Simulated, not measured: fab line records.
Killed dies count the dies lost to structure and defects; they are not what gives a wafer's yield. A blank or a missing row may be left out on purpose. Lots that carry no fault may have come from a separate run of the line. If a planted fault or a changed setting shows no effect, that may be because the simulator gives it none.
A sampling plan put to the test :: flow gf180mcu :: each of the 7 faults these records tell of, on one fab line, judged from the records of the lots it struck
The plan is the line's own looks: the steps of the route at which a gauge or an inspection reads the wafer and doesn't change it. A look can be judged if struck wafers have a number there and the file gives its usual mean and standard deviation on fault-free wafers. Caught: a look later than the fault's first step finds the struck wafers' mean 4 or more of those standard deviations (sigma) from the usual mean. On the tool: the same test on the tool's own readings at the fault's steps. A different recipe on the struck wafers counts as caught too, as does a record blank only for those wafers.

## THE FAULTS, as the simulator had put them in
1. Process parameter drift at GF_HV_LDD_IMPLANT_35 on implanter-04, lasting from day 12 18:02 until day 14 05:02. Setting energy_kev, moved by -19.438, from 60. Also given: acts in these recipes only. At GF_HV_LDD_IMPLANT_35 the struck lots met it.
2. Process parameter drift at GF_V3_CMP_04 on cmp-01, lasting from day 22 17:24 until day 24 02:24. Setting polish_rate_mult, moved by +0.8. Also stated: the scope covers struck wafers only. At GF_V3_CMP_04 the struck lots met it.
3. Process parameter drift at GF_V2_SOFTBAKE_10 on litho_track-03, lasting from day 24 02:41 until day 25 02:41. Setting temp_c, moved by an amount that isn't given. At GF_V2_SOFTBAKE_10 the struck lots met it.
4. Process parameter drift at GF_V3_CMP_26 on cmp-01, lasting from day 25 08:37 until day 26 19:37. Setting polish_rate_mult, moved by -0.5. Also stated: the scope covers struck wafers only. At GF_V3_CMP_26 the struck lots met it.
5. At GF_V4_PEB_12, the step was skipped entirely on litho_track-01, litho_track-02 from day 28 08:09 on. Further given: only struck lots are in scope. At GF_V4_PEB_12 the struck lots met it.
6. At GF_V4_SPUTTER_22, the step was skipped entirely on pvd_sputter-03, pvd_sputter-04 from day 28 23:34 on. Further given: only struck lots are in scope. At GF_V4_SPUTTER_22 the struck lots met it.
7. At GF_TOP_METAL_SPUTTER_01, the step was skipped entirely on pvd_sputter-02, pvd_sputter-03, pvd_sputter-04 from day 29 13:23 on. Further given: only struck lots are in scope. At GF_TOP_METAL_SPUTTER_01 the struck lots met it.

## WHAT THE PLAN SAW
fault: 1
on the tool itself: beam_energy_keV -99 or beyond sigma
first look that catches it: GF_HV_LDD_RS_MEAS_53
reading, sigma: HV_LDD_RS -5.7
median hours from its first step to that look: 21.5
hours from the fault's start to the first struck lot there: 26
judged looks passed uncaught: 1

fault: 2
on the tool itself: time_to_endpoint_s -5.4 sigma
first look that catches it: no look after it can be judged
reading, sigma: -
median hours from its first step to that look: -
hours from the fault's start to the first struck lot there: -
judged looks passed uncaught: 0

fault: 3
on the tool itself: heater_power_total_W +81 sigma
first look that catches it: GF_V2_CD_MEAS_14
reading, sigma: cd_nm +10
median hours from its first step to that look: 11.0
hours from the fault's start to the first struck lot there: 18
judged looks passed uncaught: 0

fault: 4
on the tool itself: overpolish_run_s -99 or beyond sigma
first look that catches it: no look after it can be judged
reading, sigma: -
median hours from its first step to that look: -
hours from the fault's start to the first struck lot there: -
judged looks passed uncaught: 0

fault: 5
on the tool itself: the tool's record is blank for the struck wafers
first look that catches it: no look after it can be judged
reading, sigma: -
median hours from its first step to that look: -
hours from the fault's start to the first struck lot there: -
judged looks passed uncaught: 0

fault: 6
on the tool itself: the tool's record is blank for the struck wafers
first look that catches it: no look after it can be judged
reading, sigma: -
median hours from its first step to that look: -
hours from the fault's start to the first struck lot there: -
judged looks passed uncaught: 0

fault: 7
on the tool itself: the tool's record is blank for the struck wafers
first look that catches it: no look after it can be judged
reading, sigma: -
median hours from its first step to that look: -
hours from the fault's start to the first struck lot there: -
judged looks passed uncaught: 0
Dash: fault not caught, or number not given in these records.

Caught at a look: 2 of 7. Caught on the tool: 7 of 7. By one or the other: 7 of 7.
On the tool alone, faults 2, 4, 5, 6, 7 were caught.

## THINNER SAMPLING
In the worst case, this is how late the first struck lot would be measured if the look that catches a fault measured only every second or every third lot, by lot number:
fault: 1
struck lots at that look, in order of time: L642, L644
every lot: 26 h
every second lot: may miss all 2
every third lot: may miss all 2

fault: 3
struck lots at that look, in order of time: L997, L998
every lot: 18 h
every second lot: 23 h
every third lot: may miss all 2
The hour figures run from when the fault began to the first measured lot among those it struck. The limit of 4 sigma was tested on all struck wafers together, so one lot alone may lie under it. Other struck lots may not be in these records.

## THE LONGEST TIMED WAY FROM STEP TO LOOK
Fault 1: median gap of 21.5 hours between GF_HV_LDD_IMPLANT_35 and GF_HV_LDD_RS_MEAS_53. The look between them that can be judged stayed within 4 sigma: GF_HV_LDD_TW_MEAS_38.
